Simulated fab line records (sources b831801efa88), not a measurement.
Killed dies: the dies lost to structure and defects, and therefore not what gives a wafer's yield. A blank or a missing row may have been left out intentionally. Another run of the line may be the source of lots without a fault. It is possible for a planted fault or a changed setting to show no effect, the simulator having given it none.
fab line records	flow sky130
record lots=6	wafers=17	lastDay=50
route steps=708 shown CONTACT@424 METAL1@434 PAD_OPEN@708
lots untouched by any fault: they come from a run of this same line in which no faults occurred
startH: start of the lot's first displayed wafer, in hours after the record's first day	waitH: time in hours since the lot's previous step	" unchanged from the row above	L1.1+2: a row that stands for several wafers	- no value, or no start was given	* or withheld: withheld	< > ~ a bound
route shown NAME@n: NAME is a module with steps in the file, n the number in the route of the first one	usual: the fault-free wafers' mean and standard deviation	same: alike in all rows	chamber/n: place in a boat	sites: readings site by site	_std_site: their standard deviation	_edge_site: inner sites' mean taken away from outer sites' mean	radiusMm: for every site, how far away it sits from the centre of the wafer	mask NAME#n: copy n	behind: the most recent tool/chamber to have shaped the wafer	hold: cause of the lot's hold/its duration in hours/its outcome	device: which transistor (n, p or np) failed to switch	end of line: tests of these same wafers at the route's end	a step with no rows: only its recipe	killed: count of dies lost to structure and defects at first sort (not the wafer's yield)	map: per-die view of a wafer (x killed, . not killed, _ where there is no die)
set.NAME: the run value of the setting; set.NAME@STEP: its run value at that earlier step	model.NAME: the simulator's own value behind a step, which no gauge read
a table for each step, a row for each wafer; lots at some steps of the route
services: a tool's chamber out of use, with start hour (startH, from the record's first day; less than 0 if before it), hours out, and reason
## steps
# step SKY_CONTACT_ETCH_18
# recipe target=Si3N4	chemistry=CHF3/O2	stopOn=TiN	sourceW=600	biasW=200	pressureMtorr=40	chf3FlowSccm=50	O2_flow_sccm=5	timeS=39	targetDepthA=750
# usual drypumpMotorCurrentA=5.7/0.37	oesProductAu=0.858/0.009	throttleValvePct=8.794/0.01
lot.wafer	tool	chamber	startH	waitH	drypumpMotorCurrentA	oesProductAu	rfHoursCounterH	throttleValvePct
L754.2	rieDiel-02	3	-	-	5.9	0.851	14	8.771
L754.4	"	1	"	"	5.6	0.860	1	8.794
L754.6	"	2	"	"	5.2	0.866	-	8.800
L756.3	rieDiel-02	3	-	-	5.9	0.849	14	8.783
L756.4	"	1	"	"	5.6	0.870	2	8.800
L756.5	"	2	"	"	5.2	0.862	-	8.807
L765.1	rieDiel-02	3	-	-	6.0	0.858	17	8.793
L765.4	"	0	"	"	5.2	0.878	-	8.799
L766.1	rieDiel-02	0	-	-	5.2	0.859	21	8.785
L766.2	"	3	"	"	5.9	0.856	17	8.786
L766.5	"	0	"	"	5.2	0.871	-	8.786
L772.1	rieDiel-01	1	-	-	6.2	0.860	7	8.810
L772.2	"	2	"	"	5.3	0.856	24	8.779
L772.3	"	0	"	"	5.5	0.862	10	8.810
L776.2	rieDiel-03	0	-	-	5.9	0.851	13	8.801
L776.3	"	2	"	"	5.6	0.848	13	8.801
L776.5	"	2	"	"	5.6	0.863	-	8.789
# step SKY_CONTACT_STRIP_19
# recipe chemistry=O2/N2	powerW=1400	pressureMtorr=1500	platenTempC=withheld	o2FlowSccm=3000	n2FlowSccm=300	overashFraction=0.5
# usual drypumpMotorCurrentA=5.46/0.21	oesProductAu=0.381/0.0048	stripTimeToEndpointS=3.63/0.044
# same overashFraction=0.5
lot.wafer	tool	chamber	startH	waitH	drypumpMotorCurrentA	oesProductAu	rfHoursCounterH	stripTimeToEndpointS
L754.2	plasmaAsher-03	0	749.69	-	5.27	0.382	32	3.72
L754.4	"	1	"	"	5.66	0.383	-	3.67
L754.6	"	0	"	"	5.28	0.389	-	3.59
L756.3	plasmaAsher-03	1	768.81	-	5.70	0.384	-	3.68
L756.4	"	0	"	"	5.28	0.375	-	3.64
L756.5	"	1	"	"	5.69	0.374	-	3.59
L765.1	plasmaAsher-04	1	836.49	-	5.70	0.388	95	3.69
L765.4	"	1	"	"	5.69	0.387	-	3.65
L766.1	plasmaAsher-03	0	842.08	-	5.28	0.379	41	3.63
L766.2	"	1	"	"	5.69	0.377	41	3.65
L766.5	"	0	"	"	5.29	0.376	-	3.64
L772.1	plasmaAsher-01	0	884.95	-	5.52	0.383	79	3.63
L772.2	"	1	"	"	5.44	0.383	79	3.62
L772.3	"	0	"	"	5.50	0.385	-	3.62
L776.2	plasmaAsher-04	0	909.74	-	5.12	0.387	102	3.67
L776.3	"	0	"	"	5.14	0.381	-	3.66
L776.5	"	0	"	"	5.10	0.385	-	3.65
# step SKY_CONTACT_STRIP_20
# recipe chemistry=postEtchResidueRemover	timeS=1200	tempC=72.5
# step SKY_CONTACT_CLEAN_21
# recipe chemistry=IPA	timeS=180	tempC=25
# step SKY_CONTACT_CLEAN_22
# recipe chemistry=O3/DIW	dry=n2Spin
# step SKY_CONTACT_SPUTTER_23
# recipe material=TiN	targetThkNm=20	chamberPressurePa=5	powerW=4000	timeS=80
# step SKY_CONTACT_CVD_24
# recipe material=W	targetThkNm=340	timeS=102.12	tempC=400	pressureTorr=40
# step SKY_CONTACT_RS_MEAS_25
# recipe thkMeasGauge=four-point-probe	reads=W_of_CONTACT_CVD_24+TiN_of_CONTACT_SPUTTER_23
# usual CONTACT_W_RS=0.337/0.0045
lot.wafer	tool	chamber	startH	waitH	CONTACT_W_RS[ohm/sq]
L754.2	filmMetro-01	-	750.48	0.1	0.339
L754.4	"	-	"	"	0.343
L754.6	"	-	"	"	0.339
L756.3	filmMetro-03	-	769.58	0.1	0.337
L756.4	"	-	"	"	0.333
L756.5	"	-	"	"	0.335
L765.1	filmMetro-03	-	837.25	0.1	0.335
L765.4	"	-	"	"	0.333
L766.1	filmMetro-02	-	842.84	0.1	0.335
L766.2	"	-	"	"	0.341
L766.5	"	-	"	"	0.332
L772.1	filmMetro-02	-	885.71	0.1	0.333
L772.2	"	-	"	"	0.329
L772.3	"	-	"	"	0.331
L776.2	filmMetro-01	-	910.54	0.1	0.339
L776.3	"	-	"	"	0.337
L776.5	"	-	"	"	0.337
# step SKY_CONTACT_THK_MEAS_26
# recipe thkMeasGauge=xrf	reads=W_of_CONTACT_CVD_24
# usual CONTACT_W_THK=338/5.2
lot.wafer	tool	chamber	startH	waitH	CONTACT_W_THK[nm]
L754.2	filmMetro-01	-	750.59	0.1	337
L754.4	"	-	"	"	333
L754.6	"	-	"	"	335
L756.3	filmMetro-03	-	769.68	0.1	337
L756.4	"	-	"	"	341
L756.5	"	-	"	"	339
L765.1	filmMetro-03	-	837.37	0.1	337
L765.4	"	-	"	"	342
L766.1	filmMetro-02	-	842.96	0.1	335
L766.2	"	-	"	"	331
L766.5	"	-	"	"	340
L772.1	filmMetro-02	-	885.83	0.1	340
L772.2	"	-	"	"	341
L772.3	"	-	"	"	341
L776.2	filmMetro-01	-	910.65	0.1	339
L776.3	"	-	"	"	342
L776.5	"	-	"	"	341
# step SKY_CONTACT_CMP_27
# recipe stopOn=SiO2	tOverpolishS=15	downForcePsi=3.5	platenRpm=60	targetThkNm=0	padVelocityMS=0.94248
# usual headPressurePsi=3.501/0.0082	motorCurrentA=11.7/1.1	overpolishRunS=14.999/0.0085	timeToEndpointS=80/4.6
lot.wafer	tool	chamber	startH	waitH	headPressurePsi	motorCurrentA	overpolishRunS	timeToEndpointS
L754.4	cmp-02	3	750.64	0.0	3.510	10.3	15.007	73
L754.2	"	2	"	"	3.497	11.5	14.996	76
L754.6	"	3	"	"	3.501	10.0	15.002	73
L756.4	cmp-02	3	769.72	0.0	3.503	10.1	14.992	77
L756.3	"	0	"	"	3.491	14.1	15.008	83
L756.5	"	0	"	"	3.486	13.7	14.984	86
L765.4	cmp-02	0	837.59	0.2	3.506	13.2	14.979	87
L765.1	"	1	"	"	3.498	12.1	14.978	81
L766.1	cmp-02	2	843.02	0.1	3.483	11.4	14.990	78
L766.2	"	0	"	"	3.495	13.6	15.009	86
L766.5	"	2	"	"	3.492	11.2	14.996	79
L772.1	cmp-02	3	885.89	0.1	3.504	9.8	14.997	75
L772.3	"	0	"	"	3.501	13.9	14.989	86
L772.2	"	2	"	"	3.498	11.1	14.995	78
L776.3	cmp-01	2	910.70	0.0	3.513	11.4	14.987	84
L776.2	"	1	"	"	3.500	11.8	15.002	74
L776.5	"	3	"	"	3.499	11.7	14.994	78
# step SKY_METAL1_SPUTTER_00
# recipe material=Ti	targetThkNm=15	powerW=3000	timeS=10	chamberPressurePa=0.4
# usual cathodeDcPowerW=3000.0/0.57	throttleValvePct=30.1/1.3
lot.wafer	tool	chamber	startH	waitH	cathodeDcPowerW	throttleValvePct
L754.2	pvdSputter-01	-	750.94	0.1	2999.6	31.3
L754.4	"	-	"	"	3000.3	29.2
L754.6	"	-	"	"	2999.6	31.3
L756.3	pvdSputter-04	-	770.02	0.2	3000.5	30.6
L756.4	"	-	"	"	3000.7	29.5
L756.5	"	-	"	"	2999.5	30.8
L765.1	pvdSputter-04	-	837.79	0.1	3001.6	30.8
L765.4	"	-	"	"	2999.7	28.8
L766.1	pvdSputter-04	-	843.32	0.2	3000.1	28.8
L766.2	"	-	"	"	2999.5	31.0
L766.5	"	-	"	"	2999.6	30.9
L772.1	pvdSputter-01	-	886.19	0.2	3000.3	32.0
L772.2	"	-	"	"	2999.0	29.0
L772.3	"	-	"	"	3000.0	31.7
L776.2	pvdSputter-03	-	911.00	0.1	2999.6	29.2
L776.3	"	-	"	"	3001.3	29.6
L776.5	"	-	"	"	2999.8	28.7
# step SKY_METAL1_SPUTTER_01
# recipe material=TiN	targetThkNm=20	powerW=6500	timeS=16.7	chamberPressurePa=0.4
# step SKY_METAL1_SPUTTER_02
# recipe material=AlCu	targetThkNm=250	powerW=10600	timeS=13.3	chamberPressurePa=0.4
# usual cathodeDcPowerW=10600/1.8	throttleValvePct=30.1/1.3
lot.wafer	tool	chamber	startH	waitH	cathodeDcPowerW	throttleValvePct	model.AlCu_of_METAL1_SPUTTER_02.thkNm
L754.2	pvdSputter-01	-	750.99	0.0	10601	31.5	249.4
L754.4	"	-	"	"	10601	29.1	250.4
L754.6	"	-	"	"	10601	31.4	249.1
L756.3	pvdSputter-04	-	770.07	0.0	10598	30.9	252.9
L756.4	"	-	"	"	10599	29.5	248.9
L756.5	"	-	"	"	10598	30.8	251.5
L765.1	pvdSputter-04	-	837.84	0.0	10602	30.9	275.2
L765.4	"	-	"	"	10600	28.9	273.5
L766.1	pvdSputter-04	-	843.37	0.0	10599	29.1	269.7
L766.2	"	-	"	"	10602	30.6	251.8
L766.5	"	-	"	"	10597	30.7	252.7
L772.1	pvdSputter-01	-	886.24	0.0	10600	32.1	249.7
L772.2	"	-	"	"	10600	29.2	253.7
L772.3	"	-	"	"	10596	32.1	254.3
L776.2	pvdSputter-03	-	911.04	0.0	10601	29.3	254.8
L776.3	"	-	"	"	10603	29.8	254.1
L776.5	"	-	"	"	10599	28.7	247.9
# step SKY_METAL1_SPUTTER_03
# recipe material=Ti	targetThkNm=5	powerW=3000	timeS=3.3	chamberPressurePa=0.4
# usual cathodeDcPowerW=3000.0/0.52	throttleValvePct=30.1/1.3
lot.wafer	tool	chamber	startH	waitH	cathodeDcPowerW	throttleValvePct
L754.2	pvdSputter-01	-	751.01	0.0	2999.3	31.4
L754.4	"	-	"	"	3000.8	29.4
L754.6	"	-	"	"	3000.3	31.4
L756.3	pvdSputter-04	-	770.10	0.0	3000.0	30.8
L756.4	"	-	"	"	2999.7	29.9
L756.5	"	-	"	"	3000.2	30.7
L765.1	pvdSputter-04	-	837.86	0.0	3000.1	30.6
L765.4	"	-	"	"	3000.7	28.8
L766.1	pvdSputter-04	-	843.40	0.0	3000.3	29.1
L766.2	"	-	"	"	3000.0	30.6
L766.5	"	-	"	"	2999.7	30.6
L772.1	pvdSputter-01	-	886.27	0.0	2999.6	31.8
L772.2	"	-	"	"	2999.8	29.1
L772.3	"	-	"	"	3000.3	32.0
L776.2	pvdSputter-03	-	911.07	0.0	2999.9	29.2
L776.3	"	-	"	"	2999.5	29.8
L776.5	"	-	"	"	2999.7	28.7
# step SKY_METAL1_SPUTTER_04
# recipe material=TiN	targetThkNm=70	powerW=6500	timeS=58.3	chamberPressurePa=0.4
# step SKY_METAL1_RS_MEAS_05
# recipe thkMeasGauge=four-point-probe	reads=TiN_of_METAL1_SPUTTER_04+Ti_of_METAL1_SPUTTER_03+AlCu_of_METAL1_SPUTTER_02+TiN_of_METAL1_SPUTTER_01+Ti_of_METAL1_SPUTTER_00
# usual METAL1_ALCU_RS=0.1266/0.0018
lot.wafer	tool	chamber	startH	waitH	hold	METAL1_ALCU_RS[ohm/sq]
L754.2	filmMetro-01	-	751.10	0.0	-	0.1274
L754.4	"	-	"	"	-	0.1269
L754.6	"	-	"	"	-	0.1273
L756.3	filmMetro-03	-	770.20	0.1	-	0.1254
L756.4	"	-	"	"	-	0.1272
L756.5	"	-	"	"	-	0.1260
L765.1	filmMetro-01	-	837.93	0.0	awaitDispo/0.2h/release	0.1150
L765.4	"	-	"	"	awaitDispo/0.2h/release	0.1158
L765.1	filmMetro-01	-	838.21	0.3	-	0.1153
L765.4	"	-	"	"	-	0.1157
L766.1	filmMetro-03	-	843.46	0.0	awaitDispo/0.2h/release	0.1173
L766.2	"	-	"	"	awaitDispo/0.2h/release	0.1260
L766.5	"	-	"	"	awaitDispo/0.2h/release	0.1255
L766.1	filmMetro-03	-	843.75	0.3	-	0.1173
L766.2	"	-	"	"	-	0.1258
L766.5	"	-	"	"	-	0.1254
L772.1	filmMetro-04	-	886.33	0.0	-	0.1271
L772.2	"	-	"	"	-	0.1255
L772.3	"	-	"	"	-	0.1249
L776.2	filmMetro-03	-	911.16	0.0	-	0.1243
L776.3	"	-	"	"	-	0.1247
L776.5	"	-	"	"	-	0.1278
# step SKY_METAL1_THK_MEAS_06
# recipe thkMeasGauge=xrf	reads=AlCu_of_METAL1_SPUTTER_02
# usual METAL1_ALCU_THK=252/3.9
lot.wafer	tool	chamber	startH	waitH	hold	METAL1_ALCU_THK[nm]
L754.2	filmMetro-01	-	751.21	0.1	-	248
L754.4	"	-	"	"	-	248
L754.6	"	-	"	"	-	248
L756.3	filmMetro-03	-	770.30	0.1	-	255
L756.4	"	-	"	"	-	250
L756.5	"	-	"	"	-	253
L765.1	filmMetro-01	-	841.96	3.7	awaitDispo/0.2h/release	273
L765.4	"	-	"	"	awaitDispo/0.2h/release	274
L765.1	filmMetro-01	-	842.18	0.2	-	272
L765.4	"	-	"	"	-	272
L766.1	filmMetro-03	-	850.40	6.6	awaitDispo/0.2h/release	272
L766.2	"	-	"	"	awaitDispo/0.2h/release	254
L766.5	"	-	"	"	awaitDispo/0.2h/release	256
L766.1	filmMetro-03	-	850.63	0.2	-	275
L766.2	"	-	"	"	-	255
L766.5	"	-	"	"	-	256
L772.1	filmMetro-04	-	886.45	0.1	-	251
L772.2	"	-	"	"	-	255
L772.3	"	-	"	"	-	257
L776.2	filmMetro-03	-	911.27	0.1	-	257
L776.3	"	-	"	"	-	257
L776.5	"	-	"	"	-	250
# step SKY_PAD_OPEN_PROBE_99
# usual defectLimitedYield=82.3/2.1	killed_at_M0_to_M3=45/6.9	killed_at_M4_up=3.1/1.7	killedAtContacts=24/5.7	killedAtFrontEnd=15/4.6	killedAtOther=0.3/0.57	killedDies=87/10	killedOpen=48/7.4	killedShort=39/6.7	sort_bin_3_pad_short=0.9/0.41	sort_bin_5_function=10.4/1.5	sort_bin_6_memory=6.4/1.1	sortNPass=405/10	sortYieldPct=82.3/2.1
# same grossDies=492	killedAtBackSide=0	sort_bin_4_leakage[%]=0	sort_bin_8_speed[%]=0
lot.wafer	tool	chamber	startH	waitH	defectLimitedYield[%]	killed_at_M0_to_M3	killed_at_M4_up	killedAtContacts	killedAtFrontEnd	killedAtOther	killedDies	killedOpen	killedShort	sort_bin_3_pad_short[%]	sort_bin_5_function[%]	sort_bin_6_memory[%]	sortNPass	sortYieldPct[%]	model.etest.met1.lineOhmUm	model.etest.met1.rsOhmSq
L754.2	prober-01	-	1088.63	0.1	79.7	55	5	29	11	0	100	55	45	1.0	13.0	6.3	392	79.7	0.9183	0.1286
L754.4	prober-01	-	1088.73	0.2	78.0	52	3	35	18	0	108	54	54	2.0	11.0	8.9	384	78.0	0.9193	0.1294
L754.6	prober-01	-	1088.83	0.2	75.2	62	3	34	23	0	122	65	57	1.4	14.4	8.9	370	75.2	0.9232	0.1277
L756.3	prober-01	-	1105.00	0.2	82.1	52	2	25	9	0	88	47	41	0.6	11.0	6.3	404	82.1	0.9192	0.1276
L756.4	prober-01	-	1105.05	0.2	82.9	43	3	25	13	0	84	51	33	1.2	9.3	6.5	408	82.9	0.9516	0.1285
L756.5	prober-01	-	1105.10	0.2	78.9	50	5	34	15	0	104	65	39	1.0	12.0	8.1	388	78.9	0.9127	0.1268
L766.1	prober-01	-	1155.65	0.1	83.1	49	2	16	16	0	83	50	33	0.8	12.2	3.9	409	83.1	0.8322	0.1183
L766.2	prober-01	-	1155.70	0.1	83.7	47	2	18	12	1	80	35	45	0.4	10.2	5.7	412	83.7	0.9045	0.1264
L766.5	prober-01	-	1155.85	0.2	81.9	43	4	25	16	1	89	45	44	1.0	11.4	5.7	403	81.9	0.8767	0.127
L765.1	prober-02	-	1155.97	0.1	83.7	49	3	16	12	0	80	46	34	0.8	9.6	5.9	412	83.7	0.8085	0.1159
L765.4	prober-02	-	1156.12	0.2	84.6	46	5	9	14	2	76	28	48	1.0	9.8	4.7	416	84.6	0.8694	0.1182
L772.1	prober-02	-	1187.07	0.1	81.1	43	1	33	16	0	93	50	43	1.2	10.6	7.1	399	81.1	0.9159	0.1281
L772.2	prober-02	-	1187.12	0.1	80.7	58	1	21	15	0	95	53	42	0.4	11.8	7.1	397	80.7	0.9013	0.1272
L772.3	prober-02	-	1187.17	0.2	83.7	47	2	22	9	0	80	43	37	1.0	10.6	4.7	412	83.7	0.8959	0.1265
L776.2	prober-02	-	1201.81	0.1	79.9	53	1	22	23	0	99	53	46	1.0	12.2	6.9	393	79.9	0.902	0.126
L776.3	prober-02	-	1201.86	0.2	82.5	42	1	31	12	0	86	58	28	0.8	10.2	6.5	406	82.5	0.927	0.1258
L776.5	prober-02	-	1201.96	0.2	84.3	47	1	21	7	1	77	45	32	0.6	10.4	4.7	415	84.3	0.917	0.1293
# killed by level:class
L754.2 VIA1:geometricParticle:open=9 CONTACT:geometricParticle:open=8 LI_CONTACT:geometricParticle:open=8 METAL1:geometricParticle:short=8 VIA2:geometricParticle:open=8 LOCAL_INTERCONNECT:geometricParticle:short=7 METAL2:geometricParticle:open=6 VIA3:geometricParticle:open=6
L754.4 CONTACT:geometricParticle:open=13 VIA1:geometricParticle:open=10 LI_CONTACT:geometricParticle:open=9 VIA3:geometricParticle:open=9 VIA2:geometricParticle:short=7 CONTACT:geometricParticle:short=7 METAL1:geometricParticle:short=7 VIA1:geometricParticle:short=6
L754.6 VIA3:geometricParticle:open=12 VIA1:geometricParticle:open=12 VIA2:geometricParticle:open=10 METAL1:geometricParticle:short=10 FIELD_ISO:geometricParticle:open=9 CONTACT:geometricParticle:open=9 CONTACT:geometricParticle:short=9 LI_CONTACT:geometricParticle:open=6
L756.3 VIA1:geometricParticle:open=13 LI_CONTACT:geometricParticle:open=9 CONTACT:geometricParticle:open=9 METAL1:geometricParticle:short=8 VIA1:geometricParticle:short=8 METAL2:geometricParticle:short=7 VIA3:geometricParticle:open=5 FIELD_ISO:geometricParticle:short=3
L756.4 CONTACT:geometricParticle:open=11 VIA2:geometricParticle:open=9 VIA1:geometricParticle:open=7 LI_CONTACT:geometricParticle:open=6 CONTACT:geometricParticle:short=5 POLY_GATE:geometricParticle:open=5 VIA1:geometricParticle:short=5 VIA3:geometricParticle:short=5
L756.5 CONTACT:geometricParticle:open=17 VIA1:geometricParticle:open=16 VIA2:geometricParticle:open=9 LI_CONTACT:geometricParticle:open=8 VIA1:geometricParticle:short=8 POLY_GATE:geometricParticle:open=5 METAL2:geometricParticle:short=5 METAL1:geometricParticle:short=4
L766.1 VIA1:geometricParticle:open=19 VIA3:geometricParticle:open=7 VIA1:geometricParticle:short=6 FIELD_ISO:geometricParticle:short=5 LI_CONTACT:geometricParticle:open=5 METAL2:geometricParticle:short=4 LOCAL_INTERCONNECT:geometricParticle:short=4 CONTACT:geometricParticle:open=4
L766.2 CONTACT:geometricParticle:open=7 VIA1:geometricParticle:open=7 METAL2:geometricParticle:short=7 VIA2:geometricParticle:open=7 CONTACT:geometricParticle:short=5 FIELD_ISO:geometricParticle:short=4 METAL1:geometricParticle:short=4 VIA1:geometricParticle:short=4
L766.5 VIA1:geometricParticle:open=12 CONTACT:geometricParticle:open=8 VIA2:geometricParticle:open=6 METAL2:geometricParticle:short=6 FIELD_ISO:geometricParticle:short=5 LOCAL_INTERCONNECT:geometricParticle:short=5 CONTACT:geometricParticle:short=5 VIA3:geometricParticle:open=5
L765.1 VIA1:geometricParticle:open=14 VIA3:geometricParticle:open=8 VIA1:geometricParticle:short=6 VIA2:geometricParticle:open=6 FIELD_ISO:geometricParticle:short=5 CONTACT:geometricParticle:open=5 VIA3:geometricParticle:short=4 LI_CONTACT:geometricParticle:open=4
L765.4 VIA1:geometricParticle:open=11 FIELD_ISO:geometricParticle:short=7 VIA3:geometricParticle:open=7 VIA1:geometricParticle:short=6 METAL4:geometricParticle:short=5 METAL2:geometricParticle:short=5 VIA3:geometricParticle:short=5 POLY_GATE:geometricParticle:short=4
L772.1 LI_CONTACT:geometricParticle:open=11 CONTACT:geometricParticle:open=10 VIA1:geometricParticle:open=9 METAL2:geometricParticle:short=9 CONTACT:geometricParticle:short=6 METAL1:geometricParticle:short=5 FIELD_ISO:geometricParticle:short=4 POLY_GATE:geometricParticle:short=4
L772.2 VIA2:geometricParticle:open=11 VIA1:geometricParticle:short=9 VIA1:geometricParticle:open=9 CONTACT:geometricParticle:open=8 VIA2:geometricParticle:short=8 FIELD_ISO:geometricParticle:open=6 LI_CONTACT:geometricParticle:open=6 VIA3:geometricParticle:open=6
L772.3 VIA1:geometricParticle:open=11 CONTACT:geometricParticle:open=11 VIA2:geometricParticle:open=9 VIA1:geometricParticle:short=6 METAL1:geometricParticle:short=5 METAL2:geometricParticle:short=5 LI_CONTACT:geometricParticle:open=4 VIA3:geometricParticle:open=4
L776.2 CONTACT:geometricParticle:open=12 METAL1:geometricParticle:short=11 VIA3:geometricParticle:open=9 VIA1:geometricParticle:open=8 VIA2:geometricParticle:open=7 FIELD_ISO:geometricParticle:short=6 FIELD_ISO:geometricParticle:open=6 VIA1:geometricParticle:short=4
L776.3 VIA1:geometricParticle:open=14 LI_CONTACT:geometricParticle:open=11 CONTACT:geometricParticle:open=10 FIELD_ISO:geometricParticle:open=6 VIA2:geometricParticle:open=6 VIA1:geometricParticle:short=6 VIA3:geometricParticle:open=6 CONTACT:geometricParticle:short=5
L776.5 VIA1:geometricParticle:open=15 LI_CONTACT:geometricParticle:open=7 VIA2:geometricParticle:open=6 CONTACT:geometricParticle:open=5 LI_CONTACT:geometricParticle:short=5 METAL2:geometricParticle:short=5 VIA3:geometricParticle:open=4 CONTACT:geometricParticle:short=3
## services
tool	chamber	startH	hours	kind
rieDiel-03	-	733.81	1.4	repair
cmp-02	-	735.17	1.9	repair
cmp-01	-	736.00	1.0	repair
pvdSputter-03	-	740.80	35.9	repair
cmp-01	-	744.33	4.0	pm
cmp-01	-	748.33	7.8	pm
rieDiel-03	3	754.68	15.1	repair
plasmaAsher-04	-	761.56	10.7	repair
rieDiel-01	3	776.30	4.7	repair
plasmaAsher-04	-	806.85	2.8	pm
rieDiel-03	2	809.57	9.7	repair
rieDiel-02	2	830.67	4.1	repair
cmp-02	-	839.33	0.5	repair
plasmaAsher-04	-	843.59	2.9	repair
rieDiel-02	1	845.75	3.2	repair
plasmaAsher-03	-	849.01	2.8	pm
cmp-02	-	866.45	0.8	repair
cmp-02	-	870.16	0.2	repair
pvdSputter-04	-	880.82	6.8	repair
plasmaAsher-03	-	887.08	0.5	repair
plasmaAsher-04	-	890.12	5.9	repair
cmp-02	-	891.69	0.5	repair
pvdSputter-04	-	901.89	15.8	repair
pvdSputter-01	-	906.76	4.3	repair
## key
firstSign step=SKY_METAL1_RS_MEAS_05	reading=visit	direction=added
effect step=SKY_METAL1_RS_MEAS_05	reading=METAL1_ALCU_RS	direction=down	sigmas=5.9	usual=0.1266	struck=0.1160
effect step=SKY_METAL1_THK_MEAS_06	reading=visit	direction=added
effect step=SKY_METAL1_THK_MEAS_06	reading=METAL1_ALCU_THK	direction=up	sigmas=5.4	usual=252	struck=273
modelEffect step=SKY_METAL1_SPUTTER_02	value=AlCu_of_METAL1_SPUTTER_02.thkNm	without=251.8	struck=272.8
modelEffect step=SKY_PAD_OPEN_PROBE_99	value=etest.met1.lineOhmUm	without=0.9089	struck=0.8367
metAt SKY_METAL1_SPUTTER_02
struckWafers L765.1,L765.4,L766.1
onsetBetween 770.07 837.84
fault kind=processParameterDrift	tool=pvdSputter-04	chamber=-	onsetH=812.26	steps=SKY_METAL1_SPUTTER_02	channel=timeS	offset=*	shape=step	endH=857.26	scope=struckWafersOnly	actsIn=*	stated=*
